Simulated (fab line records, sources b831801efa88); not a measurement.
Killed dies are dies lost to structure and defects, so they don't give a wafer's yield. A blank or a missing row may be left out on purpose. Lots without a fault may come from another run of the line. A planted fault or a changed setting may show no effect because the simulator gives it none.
Which tool did it? | flow gf180mcu | 7 lots, 21 wafers sampled, at 2 steps of a route of 602

WHAT THE GAUGES READ, wafer by wafer
GF_VT_IMPLANT_TW_MEAS_32.
lot  | measured     | on            | VT_IMPLANT_3_TW
L736 | day 7 19:01  | film_metro-04 | 272.5 271.3 269.0
L738 | day 8 08:50  | film_metro-04 | 274.6 271.8 271.9
L741 | day 9 02:58  | film_metro-02 | 270.6 271.8 271.8
L744 | day 9 19:43  | film_metro-02 | 269.4 271.3 271.1
L746 | day 10 11:22 | film_metro-02 | 270.3 269.8 267.2
L748 | day 10 20:20 | film_metro-01 | 270.4 269.3 269.2
L756 | day 12 22:20 | film_metro-04 | 272.0 270.8 272.0

WHICH TOOL RAN EACH LOT (tool, then ch and the chambers of the sampled wafers, then the start)
lot  | GF_VT_IMPLANT_IMPLANT_30
L736 | implanter-04 ch 0, day 7 18:46
L738 | implanter-04 ch 0, day 8 08:35
L741 | implanter-03 ch 0, day 9 02:43
L744 | implanter-04 ch 0, day 9 19:25
L746 | implanter-03 ch 0, day 10 11:07
L748 | implanter-03 ch 0, day 10 20:07
L756 | implanter-03 ch 0, day 12 22:06
- GF_VT_IMPLANT_IMPLANT_30

THE ANSWER, worked out from the rows above alone
Rule: what is usual is taken from the lots themselves. Put in order of their means at a reading, lots are off if they are a third of the lots or fewer, leave a main group of 4 or more, and stand apart from it by a gap of 3 or more times the standard deviation of the main group's means; of several such gaps the widest counts. A main group whose means are all the same, to the digits that the tables above print for the reading, isn't used. A lot without any number at a reading at which 4 lots or more have one is off too. The other lots that the step has rows for count as sound.
No lot is off at any reading shown: from this, nothing can be told.

WHAT THE SIMULATOR HAD PUT IN
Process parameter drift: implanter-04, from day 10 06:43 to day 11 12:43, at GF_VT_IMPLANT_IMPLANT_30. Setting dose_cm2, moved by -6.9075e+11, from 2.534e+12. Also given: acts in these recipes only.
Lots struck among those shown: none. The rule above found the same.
